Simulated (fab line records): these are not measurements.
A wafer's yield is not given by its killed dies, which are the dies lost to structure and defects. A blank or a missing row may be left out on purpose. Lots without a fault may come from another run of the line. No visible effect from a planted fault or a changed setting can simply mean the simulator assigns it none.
fab line records | flow sky130
record: lots: 7 wafers: 18 last-day: 50
route steps=708 shown METAL5@671 PASSIVATION@681 PAD_OPEN@694
lots with no fault: from the same line, run without faults
start-h: the number of hours between the record's first day and the start of the first shown wafer of the lot | wait-h: hours from the lot's prior step to this one | " identical to the entry in the row above | L1.1+2: a single row standing in for several wafers | - either no value or no given start | * or withheld: withheld | < > ~ a bound
route shown NAME@n: names a module that has steps shown in the file, with the first one's number in the route | usual: mean/standard deviation taken from wafers without a fault | same: alike in all rows | chamber/n: place in a boat | sites: the reading at each site | _std_site: how widely they spread, as a standard deviation | _edge_site: the outer-site mean with the inner-site mean subtracted | radius-mm: for every site, how far away it sits from the centre of the wafer | mask NAME#n: copy n | behind: the most recent tool/chamber to have shaped the wafer | hold: why the lot went on hold/how many hours it stayed there/how the hold came to an end | device: whichever transistor did not switch (one of n, p or np) | end of line: the route-end tests of the same wafers | step lacking rows: just its recipe | killed: count of dies lost to structure and defects at first sort (not the wafer's yield) | map: per-die view of a wafer (x killed, . not killed, _ where there is no die)
set.NAME: the setting as run; set.NAME@STEP: as run at that earlier step | model.NAME: the simulator's own value behind a step, which no gauge read
lots at some steps of the route; a table a step, a row a wafer
services: the hour from which a tool's chamber was out of use, counted from the record's first day as start-h (under 0 if before that day), plus the number of hours and why
== steps ==
step: SKY_METAL5_SOFTBAKE_10
recipe: temp-c: 90 time-s: 60 resist: NOVOLAK
step: SKY_METAL5_EXPOSE_11
recipe: mask-id: MM5 na: 0.6 source-shape: conventional sigma-outer: 0.6 polarization: unpolarized target-cd-nm: 1600 dose-mj: 190
step: SKY_METAL5_PEB_12
recipe: temp-c: withheld time-s: * resist: NOVOLAK
step: SKY_METAL5_DEVELOP_13
recipe: resist: NOVOLAK developer: TMAH develop-time-s: 60 dev-temp-c: 23
step: SKY_METAL5_DESCUM_14
recipe: chemistry: O2 source-power-w: 150 bias-power-w: 0 pressure-mtorr: 10 temp-c: 40 time-s: 11
usual: drypump-motor-current-A: 5.71/0.25 he-backside-leak-sccm: 3.29/0.23 oes-product-au: 0.997/0.011
columns lot.wafer tool chamber start-h wait-h drypump-motor-current-A he-backside-leak-sccm oes-product-au rf-hours-counter-h
L339.1 rie-metal-04 1 1029.64 0.1 5.68 3.37 1.016 7
L339.2 " 0 " " 5.67 3.36 0.991 18
L339.6 " 1 " " 5.70 3.42 1.012 -
L348.3 rie-metal-04 1 1092.71 0.1 5.68 3.44 1.005 -
L348.5 " 1 " " 5.67 3.43 1.002 -
L348.6 " 0 " " 5.67 3.63 0.978 -
L352.4 rie-metal-01 1 1138.20 0.1 5.52 3.23 1.003 -
L352.5 " 1 " " 5.53 3.12 0.992 -
L351.2 rie-metal-01 0 1140.04 0.1 5.73 3.21 0.992 19
L351.5 " 0 " " 5.73 3.14 0.998 -
L353.4 rie-metal-01 1 1144.71 0.1 5.52 3.36 1.002 -
L353.5 " 0 " " 5.74 3.18 0.999 -
L360.2 rie-metal-01 0 1167.83 0.1 5.73 3.10 0.994 22
L360.4 " 0 " " 5.72 3.14 0.983 -
L360.5 " 0 " " 5.73 3.08 0.978 -
L359.1 rie-metal-01 1 1173.73 0.1 5.52 3.38 0.992 27
L359.2 " 1 " " 5.53 3.26 0.990 -
L359.6 " 1 " " 5.53 3.34 0.999 -
step: SKY_METAL5_METAL_ETCH_15
recipe: target-depth-a: 12600 stop-on: SiO2 over-etch-frac: 0.2 time-s: 252 chemistry: Cl2/BCl3 resist-sidewall-deg: 86 pressure-mtorr: 10 icp-w: 900 bias-w: 48.5 Cl2_flow_sccm: 60 bcl3-flow-sccm: 30
step: SKY_METAL5_STRIP_16
recipe: chemistry: O2/N2 power-w: 1400 pressure-mtorr: 1500 platen-temp-c: withheld o2-flow-sccm: 3000 n2-flow-sccm: 300 overash-fraction: 0.5
usual: drypump-motor-current-A: 6.0/0.35 oes-product-au: 0.709/0.0045 strip-time-to-endpoint-s: 13.08/0.15
columns lot.wafer tool chamber start-h wait-h drypump-motor-current-A oes-product-au rf-hours-counter-h strip-time-to-endpoint-s
L339.1 plasma-asher-02 1 1029.91 0.2 6.1 0.709 118 12.84
L339.2 " 0 " " 5.9 0.714 118 13.15
L339.6 " 0 " " 5.9 0.706 - 12.86
L348.3 plasma-asher-04 1 1093.00 0.1 5.7 0.716 - 12.92
L348.5 " 0 " " 5.8 0.708 - 12.97
L348.6 " 1 " " 5.7 0.712 - 13.14
L352.4 plasma-asher-01 0 1138.49 0.1 5.6 0.705 - 12.99
L352.5 " 0 " " 5.6 0.712 - 13.07
L351.2 plasma-asher-02 1 1140.30 0.2 6.1 0.704 7 13.22
L351.5 " 0 " " 5.9 0.712 - 13.18
L353.4 plasma-asher-01 0 1145.00 0.1 5.6 0.709 - 13.11
L353.5 " 0 " " 5.6 0.710 - 13.25
L360.2 plasma-asher-02 1 1168.09 0.2 6.1 0.714 9 13.23
L360.4 " 1 " " 6.1 0.709 - 13.34
L360.5 " 0 " " 5.9 0.708 - 13.31
L359.1 plasma-asher-02 1 1174.26 0.4 6.1 0.715 10 13.13
L359.2 " 0 " " 6.0 0.722 10 13.01
L359.6 " 0 " " 6.0 0.711 - 13.13
step: SKY_METAL5_STRIP_17
recipe: chemistry: post-etch-residue-remover time-s: 1200 temp-c: 72.5
step: SKY_METAL5_CLEAN_18
recipe: chemistry: IPA time-s: 180 temp-c: 25
step: SKY_METAL5_CLEAN_19
recipe: chemistry: O3/DIW dry: n2-spin
step: SKY_PASSIVATION_CVD_00
recipe: material: SiO2 target-thk-nm: 90 temp-c: 400 time-s: withheld rf-w: 600
step: SKY_PASSIVATION_THK_MEAS_01
recipe: reads: SiO2_of_PASSIVATION_CVD_00
usual: PASSIVATION_CVD_00_THK: 90.0/1.2
columns lot.wafer tool chamber start-h wait-h PASSIVATION_CVD_00_THK[nm]
L339.1 film-metro-02 - 1030.53 - 88.1
L339.2 " - " " 89.4
L339.6 " - " " 90.7
L348.3 film-metro-01 - 1093.64 - 89.9
L348.5 " - " " 90.7
L348.6 " - " " 90.5
L352.4 film-metro-01 - 1139.14 - 91.1
L352.5 " - " " 91.1
L351.2 film-metro-01 - 1140.96 - 91.1
L351.5 " - " " 93.5
L353.4 film-metro-01 - 1145.70 - 89.8
L353.5 " - " " 91.2
L360.2 film-metro-02 - 1168.76 - 88.9
L360.4 " - " " 91.5
L360.5 " - " " 90.4
L359.1 film-metro-03 - 1174.93 - 90.7
L359.2 " - " " 88.9
L359.6 " - " " 91.0
step: SKY_PASSIVATION_CVD_02
recipe: material: Si3N4 target-thk-nm: 540 temp-c: 400 time-s: withheld rf-w: 450
usual: heater-power-w: 739/99
columns lot.wafer tool chamber start-h wait-h heater-power-w model.Si3N4_of_PASSIVATION_CVD_02.thk-nm
L339.1 pecvd-03 0 1030.59 0.1 711 530.5
L339.2 " 2 " " 690 538.4
L339.6 " 0 " " 593 543.1
L348.3 pecvd-04 1 1093.79 0.1 631 541.3
L348.5 " 2 " " 656 537.3
L348.6 " 1 " " 661 540.6
L352.4 pecvd-04 1 1139.29 0.1 714 785.4
L352.5 " 2 " " 657 783.1
L351.2 pecvd-04 1 1141.01 0.0 756 539.7
L351.5 " 0 " " 935 790.2
L353.4 pecvd-04 0 1145.84 0.1 978 785.5
L353.5 " 1 " " 767 783.4
L360.2 pecvd-01 2 1168.81 0.0 741 530.1
L360.4 " 0 " " 815 541.5
L360.5 " 1 " " 651 548.6
L359.1 pecvd-01 0 1174.99 0.1 758 541.9
L359.2 " 1 " " 570 538.5
L359.6 " 0 " " 793 553.5
step: SKY_PASSIVATION_THK_MEAS_03
recipe: reads: Si3N4_of_PASSIVATION_CVD_02
usual: PASSIVATION_CVD_02_THK: 540/6.9
columns lot.wafer tool chamber start-h wait-h hold PASSIVATION_CVD_02_THK[nm]
L339.1 film-metro-02 - 1030.92 - - 531
L339.2 " - " " - 538
L339.6 " - " " - 543
L348.3 film-metro-01 - 1094.03 - - 541
L348.5 " - " " - 537
L348.6 " - " " - 541
L352.4 film-metro-03 - 1139.43 - await-dispo/0.2h/release 786
L352.5 " - " " await-dispo/0.2h/release 783
L352.4 film-metro-03 - 1139.65 0.2 - 785
L352.5 " - " " - 783
L351.2 film-metro-03 - 1141.25 - await-dispo/0.2h/release 540
L351.5 " - " " await-dispo/0.2h/release 790
L351.2 film-metro-03 - 1141.48 0.2 - 540
L351.5 " - " " - 791
L353.4 film-metro-03 - 1145.99 - await-dispo/0.2h/release 785
L353.5 " - " " await-dispo/0.2h/release 783
L353.4 film-metro-03 - 1146.21 0.2 - 785
L353.5 " - " " - 783
L360.2 film-metro-01 - 1169.05 - - 530
L360.4 " - " " - 542
L360.5 " - " " - 549
L359.1 film-metro-01 - 1175.22 - - 542
L359.2 " - " " - 539
L359.6 " - " " - 553
step: SKY_PASSIVATION_HMDS_05
recipe: prime-time-s: 60 prime-temp-c: 120
step: SKY_PASSIVATION_COAT_06
recipe: spin-rpm: 2000 resist-thk-nm: 3000
step: SKY_PASSIVATION_SOFTBAKE_07
recipe: temp-c: 110 time-s: withheld
step: SKY_PASSIVATION_EXPOSE_08
recipe: mask-id: NSM target-cd-nm: 3000 na: 0.57 dose-mj: 260
step: SKY_PASSIVATION_PEB_09
recipe: temp-c: 115 time-s: withheld
step: SKY_PASSIVATION_DEVELOP_10
recipe: develop-time-s: 60 dev-temp-c: 23
step: SKY_PASSIVATION_ETCH_11
recipe: chemistry: CF4/O2 target-depth-nm: 725 stop-on: AlCu source-w: 800 bias-w: 150 pressure-mtorr: 150 cf4-flow-sccm: 80 O2_flow_sccm: 10 time-s: 161.1
usual: drypump-motor-current-A: 5.8/0.5 oes-product-au: 0.977/0.0069 throttle-valve-pct: 5.964/0.0095
columns lot.wafer tool chamber start-h wait-h drypump-motor-current-A oes-product-au rf-hours-counter-h throttle-valve-pct model.PASSIVATION.feature-depth-nm model.etch.depth-nm
L339.1 rie-diel-03 0 1053.18 - 6.4 0.965 12 5.965 694.1 694.1
L339.2 " 1 " " 6.4 0.977 17 5.970 703.3 703.3
L339.6 " 1 " " 6.4 0.982 - 5.969 707.9 707.9
L348.3 rie-diel-04 1 1113.23 - 6.0 0.977 11 5.967 705.1 705.1
L348.5 " 2 " " 5.3 0.975 - 5.955 701.3 701.3
L348.6 " 1 " " 6.0 0.980 - 5.971 704.4 704.4
L352.4 rie-diel-03 0 1157.09 - 6.4 1.012 15 5.963 731.7 731.7
L352.5 " 2 " " 5.1 0.991 - 5.962 709.5 709.5
L351.2 rie-diel-04 0 1158.74 - 5.9 0.970 6 5.963 705.4 705.4
L351.5 " 2 " " 5.3 1.000 - 5.966 724.1 724.1
L353.4 rie-diel-03 2 1163.59 - 5.1 0.978 22 5.966 692.6 692.6
L353.5 " 1 " " 6.4 0.988 - 5.976 720.1 720.1
L360.2 rie-diel-04 1 1185.89 - 6.0 0.970 15 5.953 694.1 694.1
L360.4 " 0 " " 5.9 0.984 7 5.952 708.6 708.6
L360.5 " 1 " " 6.0 0.990 - 5.943 713.9 713.9
L359.1 rie-diel-04 1 1191.19 - 6.0 0.980 15 5.958 706.6 706.6
L359.2 " 0 " " 6.0 0.968 7 5.958 702.1 702.1
L359.6 " 2 " " 5.3 0.991 - 5.964 715.7 715.7
step: SKY_PASSIVATION_STRIP_12
recipe: chemistry: O2/N2 power-w: 1400 pressure-mtorr: 1500 platen-temp-c: withheld overash-fraction: 0.7 o2-flow-sccm: 3000 n2-flow-sccm: 300
usual: drypump-motor-current-A: 5.69/0.27 oes-product-au: 0.661/0.0045 strip-time-to-endpoint-s: 31.57/0.12
columns lot.wafer tool chamber start-h wait-h drypump-motor-current-A oes-product-au rf-hours-counter-h strip-time-to-endpoint-s
L339.1 plasma-asher-03 1 1053.29 0.1 5.59 0.660 92 31.49
L339.2 " 0 " " 5.20 0.660 92 31.60
L339.6 " 0 " " 5.22 0.660 - 31.61
L348.3 plasma-asher-02 1 1113.37 0.1 6.08 0.663 - 31.50
L348.5 " 0 " " 5.96 0.663 - 31.57
L348.6 " 1 " " 6.08 0.665 - 31.47
L352.4 plasma-asher-03 0 1157.23 0.1 5.22 0.663 - 31.51
L352.5 " 1 " " 5.58 0.665 - 31.56
L351.2 plasma-asher-04 0 1158.85 0.1 5.78 0.657 73 31.69
L351.5 " 0 " " 5.77 0.669 - 31.45
L353.4 plasma-asher-02 1 1163.73 0.1 6.10 0.666 - 31.81
L353.5 " 0 " " 5.94 0.668 - 31.47
L360.2 plasma-asher-04 0 1185.99 0.1 5.77 0.656 76 31.63
L360.4 " 0 " " 5.79 0.662 - 31.72
L360.5 " 0 " " 5.78 0.657 - 31.68
L359.1 plasma-asher-02 1 1191.29 0.1 6.09 0.669 11 31.52
L359.2 " 0 " " 5.96 0.659 11 31.58
L359.6 " 0 " " 5.96 0.656 - 31.58
step: SKY_PAD_OPEN_DEHYDRATE_00
recipe: temp-c: 200 time-s: 60
step: SKY_PAD_OPEN_HMDS_01
recipe: prime-time-s: 60 prime-temp-c: 120
step: SKY_PAD_OPEN_COAT_02
recipe: spin-rpm: 2000 resist-thk-nm: 3000
step: SKY_PAD_OPEN_SOFTBAKE_03
recipe: temp-c: 110 time-s: withheld
step: SKY_PAD_OPEN_EXPOSE_04
recipe: mask-id: PDM target-cd-nm: 60000 na: 0.57 dose-mj: 260
step: SKY_PAD_OPEN_PEB_05
recipe: temp-c: 115 time-s: withheld
step: SKY_PAD_OPEN_DEVELOP_06
recipe: develop-time-s: 60 dev-temp-c: 23
step: SKY_PAD_OPEN_ETCH_07
recipe: chemistry: CF4/O2 target-depth-nm: 725 stop-on: AlCu source-w: 800 bias-w: 150 pressure-mtorr: 150 cf4-flow-sccm: 80 O2_flow_sccm: 10 time-s: 161.1
usual: drypump-motor-current-A: 5.7/0.44 oes-product-au: 0.977/0.0077 throttle-valve-pct: 5.966/0.0084
columns lot.wafer tool chamber start-h wait-h drypump-motor-current-A oes-product-au rf-hours-counter-h throttle-valve-pct
L339.1 rie-diel-01 0 1074.13 - 5.7 0.969 2 5.965
L339.2 " 1 " " 5.2 0.969 2 5.974
L339.6 " 1 " " 5.2 0.981 - 5.957
L348.3 rie-diel-02 2 1132.08 - 5.9 0.974 21 5.964
L348.5 " 0 " " 6.3 0.976 - 5.968
L348.6 " 1 " " 6.3 0.973 - 5.975
L352.4 rie-diel-04 3 1174.08 - 5.6 0.990 11 5.962
L352.5 " 2 " " 5.3 0.993 - 5.986
L351.2 rie-diel-04 0 1176.29 - 5.9 0.980 6 5.970
L351.5 " 1 " " 6.0 0.999 - 5.983
L353.4 rie-diel-02 1 1181.18 - 6.3 0.975 21 5.965
L353.5 " 0 " " 6.4 0.992 - 5.972
L360.2 rie-diel-01 0 1201.84 - 5.7 0.964 7 5.969
L360.4 " 1 " " 5.2 0.985 7 5.962
L360.5 " 1 " " 5.2 0.986 - 5.980
L359.1 rie-diel-01 1 1206.24 - 5.2 0.975 7 5.970
L359.2 " 0 " " 5.7 0.970 7 5.969
L359.6 " 0 " " 5.7 0.985 - 5.960
step: SKY_PAD_OPEN_STRIP_08
recipe: chemistry: O2/N2 power-w: 1400 pressure-mtorr: 1500 platen-temp-c: withheld overash-fraction: 0.7 o2-flow-sccm: 3000 n2-flow-sccm: 300
usual: drypump-motor-current-A: 5.7/0.44 oes-product-au: 0.663/0.0043 strip-time-to-endpoint-s: 37.06/0.092
columns lot.wafer tool chamber start-h wait-h drypump-motor-current-A oes-product-au rf-hours-counter-h strip-time-to-endpoint-s
L339.1 plasma-asher-01 0 1074.24 0.1 5.6 0.664 33 37.09
L339.2 " 1 " " 6.6 0.657 33 37.09
L339.6 " 0 " " 5.6 0.660 - 37.16
L348.3 plasma-asher-03 0 1132.22 0.1 5.2 0.662 - 37.10
L348.5 " 1 " " 5.5 0.661 - 37.01
L348.6 " 0 " " 5.2 0.661 - 36.98
L352.4 plasma-asher-01 1 1174.22 0.1 6.6 0.664 - 37.16
L352.5 " 0 " " 5.6 0.660 - 37.15
L351.2 plasma-asher-01 1 1176.39 0.1 6.6 0.661 43 36.99
L351.5 " 0 " " 5.6 0.658 - 36.94
L353.4 plasma-asher-01 0 1181.32 0.1 5.6 0.667 - 37.01
L353.5 " 0 " " 5.5 0.660 - 37.03
L360.2 plasma-asher-04 1 1201.94 0.1 5.7 0.666 77 37.04
L360.4 " 1 " " 5.7 0.663 - 36.91
L360.5 " 1 " " 5.7 0.661 - 37.04
L359.1 plasma-asher-04 0 1206.34 0.1 5.8 0.663 78 36.97
L359.2 " 1 " " 5.7 0.669 78 36.99
L359.6 " 1 " " 5.7 0.669 - 36.93
step: SKY_PAD_OPEN_STRIP_09
recipe: chemistry: post-etch-residue-remover time-s: 1200 temp-c: 72.5
usual: bath-guard-temp-C: 72.5/0.4
columns lot.wafer tool chamber start-h wait-h bath-guard-temp-C model.Si3N4_of_PASSIVATION_CVD_02.thk-nm
L339.1 wet-bench-01 0 1074.34 0.1 72.3 530.1
L339.2 " 0 " " 72.4 538
L339.6 " 0 " " 72.0 542.7
L348.3 wet-bench-02 2 1132.28 0.0 72.8 540.9
L348.5 " 2 " " 72.4 536.9
L348.6 " 2 " " 72.7 540.3
L352.4 wet-bench-04 2 1174.28 0.0 73.4 785.1
L352.5 " 2 " " 73.4 782.7
L351.2 wet-bench-01 1 1176.49 0.1 72.1 539.3
L351.5 " 1 " " 71.9 789.8
L353.4 wet-bench-01 2 1181.38 0.0 71.9 785.1
L353.5 " 2 " " 72.0 783.1
L360.2 wet-bench-01 2 1202.04 0.1 72.3 529.8
L360.4 " 2 " " 71.9 541.1
L360.5 " 2 " " 72.0 548.2
L359.1 wet-bench-02 1 1206.44 0.1 72.6 541.5
L359.2 " 1 " " 72.4 538.1
L359.6 " 1 " " 72.3 553.1
step: SKY_PAD_OPEN_CLEAN_10
recipe: chemistry: IPA time-s: 180 temp-c: 25
step: SKY_PAD_OPEN_PROBE_99
usual: defect-limited-yield: 82.5/1.9 killed_at_M0_to_M3: 44/7.3 killed_at_M4_up: 3.2/1.8 killed-at-contacts: 24/5.4 killed-at-front-end: 16/4.4 killed-at-other: 0.3/0.48 killed-dies: 86/9.5 killed-open: 47/7.7 killed-short: 39/6.4
same: gross-dies: 492 killed-at-back-side: 0
columns lot.wafer tool chamber start-h wait-h hold defect-limited-yield[%] killed_at_M0_to_M3 killed_at_M4_up killed-at-contacts killed-at-front-end killed-at-other killed-dies killed-open killed-short model.etest.tester.sort-n-pass model.etest.tester.sort-yield-pct model.etest.tester.sort_bin_5_pct model.etest.pad.probe-ohm model.etest.tester.sort_bin_8_pct
L339.1 prober-02 - 1076.45 0.1 - 78.0 59 4 31 13 1 108 51 57 384 78.05 12.4 0.5317 0
L339.2 prober-02 - 1076.50 0.1 - 83.5 40 7 17 17 0 81 49 32 411 83.54 11.38 0.5181 0
L339.6 prober-02 - 1076.70 0.2 - 80.7 50 4 24 17 0 95 56 39 397 80.69 12.6 0.4919 0
L348.3 prober-01 - 1134.50 0.2 - 85.0 41 2 24 7 0 74 40 34 418 84.96 7.724 0.5282 0
L348.5 prober-01 - 1134.60 0.2 - 85.0 40 4 12 18 0 74 42 32 418 84.96 8.74 0.4843 0
L348.6 prober-01 - 1134.65 0.2 - 86.6 34 1 19 12 0 66 40 26 426 86.59 6.707 0.4962 0
L352.4 prober-02 - 1176.54 0.2 - 82.1 46 4 26 12 0 88 57 31 260 52.85 40.43 10.55 0.01714
L352.5 prober-02 - 1176.59 0.2 - 84.3 43 0 18 16 0 77 44 33 309 62.8 32.11 7.822 0.0007845
L351.2 prober-02 - 1178.66 0.1 - 80.7 41 3 31 20 0 95 51 44 397 80.69 11.59 0.4809 0
L351.5 prober-02 - 1178.81 0.2 - 84.6 44 1 19 12 0 76 33 43 340 69.11 23.97 4.999 0.01289
L353.4 prober-01 - 1194.15 10.3 await-dispo/10.1h/release 82.1 40 1 34 13 0 88 50 38 87 17.68 74.59 - 0.001191
L353.5 prober-01 - 1194.20 10.3 await-dispo/10.1h/release 86.4 35 1 24 7 0 67 36 31 277 56.3 37.8 9.601 0.0002168
L360.2 prober-02 - 1204.20 0.1 - 82.7 42 6 18 19 0 85 52 33 407 82.72 11.18 0.5012 0
L360.4 prober-02 - 1204.30 0.2 - 77.8 55 1 28 24 1 109 65 44 383 77.85 13.01 0.4881 0
L360.5 prober-02 - 1204.35 0.2 - 83.7 49 3 9 19 0 80 44 36 412 83.74 9.35 0.5169 0
L359.1 prober-01 - 1208.67 0.1 - 83.5 40 2 23 16 0 81 47 34 411 83.54 11.59 0.496 0
L359.2 prober-01 - 1208.72 0.1 - 85.0 40 3 19 11 1 74 41 33 418 84.96 9.959 0.469 0
L359.6 prober-01 - 1208.92 0.2 - 83.7 39 6 25 9 1 80 36 44 412 83.74 10.16 0.53 0
killed by level:class
L339.1 VIA2:geometric-particle:short=11 CONTACT:geometric-particle:open=10 VIA1:geometric-particle:open=10 METAL1:geometric-particle:short=9 VIA2:geometric-particle:open=8 CONTACT:geometric-particle:short=7 VIA1:geometric-particle:short=6 LI_CONTACT:geometric-particle:short=5
L339.2 VIA1:geometric-particle:open=14 VIA2:geometric-particle:open=6 FIELD_ISO:geometric-particle:open=5 CONTACT:geometric-particle:open=5 VIA1:geometric-particle:short=5 POLY_GATE:geometric-particle:open=4 LI_CONTACT:geometric-particle:open=4 METAL1:geometric-particle:short=4
L339.6 VIA1:geometric-particle:open=17 CONTACT:geometric-particle:open=10 VIA3:geometric-particle:open=9 FIELD_ISO:geometric-particle:short=6 METAL1:geometric-particle:short=5 METAL2:geometric-particle:short=5 VIA2:geometric-particle:open=5 LI_CONTACT:geometric-particle:short=4
L348.3 VIA1:geometric-particle:open=10 VIA2:geometric-particle:open=9 CONTACT:geometric-particle:open=8 METAL2:geometric-particle:short=7 LI_CONTACT:geometric-particle:open=6 CONTACT:geometric-particle:short=5 VIA3:geometric-particle:open=4 METAL1:geometric-particle:short=4
L348.5 VIA1:geometric-particle:open=10 VIA3:geometric-particle:open=8 FIELD_ISO:geometric-particle:open=5 LI_CONTACT:geometric-particle:open=5 VIA3:geometric-particle:short=5 FIELD_ISO:geometric-particle:short=4 METAL1:geometric-particle:short=4 METAL3:geometric-particle:short=4
L348.6 METAL1:geometric-particle:short=10 CONTACT:geometric-particle:open=9 VIA1:geometric-particle:open=8 LI_CONTACT:geometric-particle:open=6 POLY_GATE:geometric-particle:open=4 VIA2:geometric-particle:open=4 VIA3:geometric-particle:open=4 METAL2:geometric-particle:short=3
L352.4 VIA1:geometric-particle:open=17 CONTACT:geometric-particle:open=9 LI_CONTACT:geometric-particle:open=8 VIA3:geometric-particle:open=8 LI_CONTACT:geometric-particle:short=6 METAL1:geometric-particle:short=6 FIELD_ISO:geometric-particle:short=4 POLY_GATE:geometric-particle:open=4
L352.5 VIA1:geometric-particle:open=13 LI_CONTACT:geometric-particle:open=7 VIA1:geometric-particle:short=7 FIELD_ISO:geometric-particle:short=6 POLY_GATE:geometric-particle:open=6 VIA2:geometric-particle:open=5 METAL1:geometric-particle:short=4 VIA3:geometric-particle:open=4
L351.2 CONTACT:geometric-particle:open=12 VIA3:geometric-particle:open=8 VIA1:geometric-particle:open=8 LI_CONTACT:geometric-particle:open=7 FIELD_ISO:geometric-particle:short=6 CONTACT:geometric-particle:short=6 POLY_GATE:geometric-particle:short=5 POLY_GATE:geometric-particle:open=5
L351.5 CONTACT:geometric-particle:short=7 METAL1:geometric-particle:short=7 VIA1:geometric-particle:open=6 METAL2:geometric-particle:short=6 VIA3:geometric-particle:short=6 POLY_GATE:geometric-particle:open=5 FIELD_ISO:geometric-particle:short=4 LI_CONTACT:geometric-particle:open=4
L353.4 VIA1:geometric-particle:open=13 CONTACT:geometric-particle:open=12 LI_CONTACT:geometric-particle:open=7 LOCAL_INTERCONNECT:geometric-particle:short=7 CONTACT:geometric-particle:short=6 VIA3:geometric-particle:open=6 VIA1:geometric-particle:short=6 METAL2:geometric-particle:open=4
L353.5 CONTACT:geometric-particle:open=9 VIA1:geometric-particle:open=7 CONTACT:geometric-particle:short=6 VIA1:geometric-particle:short=6 VIA2:geometric-particle:open=6 LOCAL_INTERCONNECT:geometric-particle:short=5 VIA3:geometric-particle:open=4 METAL1:geometric-particle:short=3
L360.2 CONTACT:geometric-particle:open=9 VIA1:geometric-particle:open=7 VIA3:geometric-particle:open=7 FIELD_ISO:geometric-particle:open=6 METAL2:geometric-particle:short=5 VIA2:geometric-particle:open=5 POLY_GATE:geometric-particle:open=4 LOCAL_INTERCONNECT:geometric-particle:short=4
L360.4 CONTACT:geometric-particle:open=12 VIA1:geometric-particle:open=10 FIELD_ISO:geometric-particle:open=9 VIA2:geometric-particle:open=9 VIA3:geometric-particle:open=8 METAL1:geometric-particle:short=7 FIELD_ISO:geometric-particle:short=6 LI_CONTACT:geometric-particle:open=6
L360.5 VIA1:geometric-particle:open=11 VIA1:geometric-particle:short=9 FIELD_ISO:geometric-particle:short=6 METAL2:geometric-particle:open=6 VIA2:geometric-particle:open=6 FIELD_ISO:geometric-particle:open=5 VIA3:geometric-particle:open=5 CONTACT:geometric-particle:open=5
L359.1 LI_CONTACT:geometric-particle:open=9 VIA1:geometric-particle:open=9 FIELD_ISO:geometric-particle:short=5 CONTACT:geometric-particle:short=5 CONTACT:geometric-particle:open=5 VIA1:geometric-particle:short=5 VIA3:geometric-particle:open=5 VIA2:geometric-particle:open=5
L359.2 VIA1:geometric-particle:open=13 VIA2:geometric-particle:open=7 LI_CONTACT:geometric-particle:open=6 CONTACT:geometric-particle:open=5 METAL1:geometric-particle:short=5 FIELD_ISO:geometric-particle:open=4 LOCAL_INTERCONNECT:geometric-particle:short=4 CONTACT:geometric-particle:short=3
L359.6 VIA2:geometric-particle:open=13 VIA1:geometric-particle:short=10 CONTACT:geometric-particle:short=8 CONTACT:geometric-particle:open=7 FIELD_ISO:geometric-particle:open=4 LI_CONTACT:geometric-particle:short=4 METAL1:geometric-particle:short=4 VIA1:geometric-particle:open=4
== services ==
columns tool chamber start-h hours kind
rie-diel-02 2 1006.47 5.0 repair
plasma-asher-01 - 1018.72 1.3 repair
plasma-asher-04 - 1020.83 0.8 repair
rie-diel-01 3 1029.71 4.7 repair
rie-diel-04 1 1037.54 5.9 repair
rie-diel-02 1 1039.14 9.0 repair
pecvd-04 0 1053.61 4.7 repair
plasma-asher-02 - 1055.25 9.0 pm
rie-diel-02 1 1065.98 9.5 repair
pecvd-04 - 1075.14 0.8 repair
rie-diel-01 - 1086.42 0.2 repair
plasma-asher-02 - 1093.15 3.5 repair
rie-metal-01 - 1101.93 2.8 pm
pecvd-01 2 1106.82 12.6 repair
plasma-asher-04 - 1130.25 0.7 repair
rie-metal-04 - 1136.48 14.6 pm
rie-diel-04 2 1147.79 4.9 repair
pecvd-04 0 1154.30 23.6 repair
wet-bench-01 - 1162.52 4.4 pm
pecvd-04 2 1167.12 11.4 repair
rie-metal-01 0 1170.48 9.3 repair
pecvd-04 - 1182.33 0.3 repair
rie-diel-01 2 1191.06 6.7 repair
plasma-asher-03 - 1201.33 1.4 repair
== key ==
first-sign: step: SKY_PASSIVATION_THK_MEAS_03 reading: visit direction: added
effect: step: SKY_PASSIVATION_THK_MEAS_03 reading: PASSIVATION_CVD_02_THK direction: up sigmas: 35 usual: 540 struck: 785
model-effect: step: SKY_PASSIVATION_CVD_02 value: Si3N4_of_PASSIVATION_CVD_02.thk-nm without: 544.2 struck: 785.5
model-effect: step: SKY_PASSIVATION_ETCH_11 value: PASSIVATION.feature-depth-nm without: 707.6 struck: 715.6
model-effect: step: SKY_PAD_OPEN_STRIP_09 value: Si3N4_of_PASSIVATION_CVD_02.thk-nm without: 543.9 struck: 785.2
model-effect: step: SKY_PAD_OPEN_PROBE_99 value: etest.tester.sort-n-pass without: 412.8 struck: 254.6
met-at SKY_PASSIVATION_CVD_02
struck-wafers L351.5,L352.4,L352.5,L353.4,L353.5
onset-between 1093.79 1139.29
fault: kind: process-parameter-drift tool: pecvd-04 chamber: - onset-h: 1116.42 steps: SKY_PASSIVATION_CVD_02 channel: target-thk-nm offset: 239.49 shape: step end-h: 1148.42 scope: struck-wafers-only acts-in: these-recipes-only stated: 540
